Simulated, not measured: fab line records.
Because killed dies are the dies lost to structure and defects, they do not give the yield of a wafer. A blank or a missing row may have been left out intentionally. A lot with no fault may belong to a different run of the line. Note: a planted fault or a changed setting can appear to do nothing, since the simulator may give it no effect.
A lot that was struck, set against a sound lot | flow sky130 | 15 steps out of a route of 708
Sound: wafers L579.2, L579.3, L579.6. Wafers struck: L594.1, L594.3, L594.4. The cause is given at the end.
Per side, at each step with rows, come the tool, then ch with its chambers, and then its first start. Under that, the readings that differ: sound wafers | struck wafers | difference of the means | sigmas: that difference in standard deviations of wafers without a fault.
alike: a reading whose means differ by less than 2 such deviations, as well as words and numbers matching on both sides. not compared: withheld readings; readings where some wafer has no value; bounds like >300 that might hide an equal value; numbers whose values overlap and for which the record gives no deviation.
The two part at a step that has a row with sigmas, a row that says differs or no value, or rows on one side only. When numbers do not overlap yet have no deviation, they are printed without sigmas and do not part them. Lack of a reading on every wafer of one side parts them only where that side has two or more wafers.

first, 1 step without rows for these wafers: SKY_VT_ADJUST_HVTP_DEVELOP_06 (develop time 60 s).
SKY_VT_ADJUST_HVTP_CD_MEAS_07 targets a cd of 380 nm.
  struck on cd sem-02, day 10 14:39; sound on cd sem-02, day 6 13:36
  alike: cd nm
SKY_VT_ADJUST_HVTP_OVL_MEAS_08:
  struck on overlay-01, day 10 14:46; sound on overlay-01, day 6 13:43
  reading                 | sound         | struck         | difference | sigmas
  VT_ADJUST_HVTP_OVL (nm) | 0.2 -0.3 -1.1 | -3.1 -3.8 -4.1 | -3.3       | -2
after that, 1 step had no rows for these wafers: SKY_VT_ADJUST_HVTP_IMPLANT_09.
SKY_VT_ADJUST_HVTP_STRIP_10: strips in O2/N2.
  sound on plasma asher-03 ch 0,1, day 6 13:53; struck on plasma asher-04 ch 0,1, day 10 14:57
  alike: drypump motor current A, n2 flow sccm, oes product au, strip time to endpoint s
  not compared: rf hours counter h
SKY_VT_ADJUST_HVTP_TW_MEAS_11:
  struck on film metro-01, day 10 15:03; sound on film metro-03, day 6 14:00
  reading           | sound          | struck         | difference | sigmas
  VT_ADJUST_HVTP_TW | 1338 1341 1340 | 1362 1358 1359 | +20        | +2
then, 6 steps without rows for these wafers: SKY_VT_ADJUST_LVTN_DEHYDRATE_00 (time 60 s); SKY_VT_ADJUST_LVTN_HMDS_01 (prime time 60 s); SKY_VT_ADJUST_LVTN_COAT_02 (resist thk 3000 nm); SKY_VT_ADJUST_LVTN_SOFTBAKE_03; SKY_VT_ADJUST_LVTN_EXPOSE_04 (exposes mask NWM COMPLEMENT LESS NATIVE, target cd 840 nm); SKY_VT_ADJUST_LVTN_PEB_05.
SKY_VT_ADJUST_LVTN_DEVELOP_06: develop time 60 s.
  sound on litho track-03 ch 0, day 7 10:00; struck on litho track-03 ch 0, day 11 15:00
  reading              | sound             | struck            | difference | sigmas
  developer temp C (C) | 23.01 23.03 22.95 | 22.10 21.96 22.08 | -0.95      | -9
SKY_VT_ADJUST_LVTN_OVL_MEAS_07:
  struck on overlay-01, day 11 15:25; sound on overlay-01, day 7 10:13
  alike: VT_ADJUST_LVTN_OVL
SKY_PAD_OPEN_PROBE_99:
  the record has rows for the sound wafers here (prober-02, day 47 16:20) and none for the struck ones

## WHERE THEY PART
First at SKY_VT_ADJUST_HVTP_OVL_MEAS_08; last, within this record, at SKY_PAD_OPEN_PROBE_99.

WHY: what had been put in by the simulator
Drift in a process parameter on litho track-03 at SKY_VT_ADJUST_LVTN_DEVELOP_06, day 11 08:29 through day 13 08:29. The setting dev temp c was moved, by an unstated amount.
